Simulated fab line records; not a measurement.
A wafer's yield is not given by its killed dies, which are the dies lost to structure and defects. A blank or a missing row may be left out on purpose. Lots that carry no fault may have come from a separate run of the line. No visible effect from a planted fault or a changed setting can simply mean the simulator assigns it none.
Which tool did it? -- flow sky130 -- 7 lots, 21 wafers sampled, at 3 steps of a route of 708

== WHAT THE GAUGES SHOWED, per wafer ==
SKY_CONTACT_BOW_MEAS_05.
lot,measured,on,CONTACT_BOW (um)
L300,day 30 23:09,film_metro-02,90 84 87
L302,day 31 16:19,film_metro-04,74 78 80
L305,day 33 03:16,film_metro-03,86 78 84
L307,day 33 10:17,film_metro-02,84 63 71
L311,day 34 16:27,film_metro-03,108 87 85
L319,day 37 04:56,film_metro-02,89 89 83
L322,day 38 03:25,film_metro-02,81 86 79

== EACH LOT AND THE TOOL THAT RAN IT (in order: tool; ch and the chambers of the sampled wafers; start) ==
lot,SKY_VT_ADJUST_HVTR_EXPOSE_04,SKY_LDD_HVN_STRIP_09
L300,"iline_stepper-02 ch 0, day 9 09:35","plasma_asher-01 ch 0,1, day 20 16:03"
L302,"iline_stepper-01 ch 0, day 9 23:36","plasma_asher-01 ch 0,1, day 21 12:35"
L305,"iline_stepper-01 ch 0, day 10 23:43","plasma_asher-03 ch 0,1, day 22 22:05"
L307,"iline_stepper-01 ch 0, day 11 11:53","plasma_asher-03 ch 0, day 23 11:57"
L311,"iline_stepper-02 ch 0, day 12 16:29","plasma_asher-04 ch 0,1, day 24 23:26"
L319,"iline_stepper-02, day 15 07:04","plasma_asher-01 ch 0,1, day 27 17:23"
L322,"iline_stepper-01 ch 0, day 16 01:47","plasma_asher-03 ch 0,1, day 28 17:18"
- SKY_VT_ADJUST_HVTR_EXPOSE_04: exposes mask HVTRM, target cd 380 nm.
- SKY_LDD_HVN_STRIP_09: strips in O2/N2.

== THE ANSWER, worked out from the rows above alone ==
Rule: usual is defined by the lots themselves. Put in order of their means at a reading, lots are off if they are a third of the lots or fewer, leave a main group of 4 or more, and stand apart from it by a gap of 3 or more times the standard deviation of the main group's means; of several such gaps the widest counts. Not used: any main group whose means are identical at the precision the tables above print for the reading. A lot without any number at a reading at which 4 lots or more have one is off too. The other lots that the step has rows for count as sound.
Across all readings shown, no lot is off: no conclusion can be drawn from this.

== WHAT THE SIMULATOR PUT IN ==
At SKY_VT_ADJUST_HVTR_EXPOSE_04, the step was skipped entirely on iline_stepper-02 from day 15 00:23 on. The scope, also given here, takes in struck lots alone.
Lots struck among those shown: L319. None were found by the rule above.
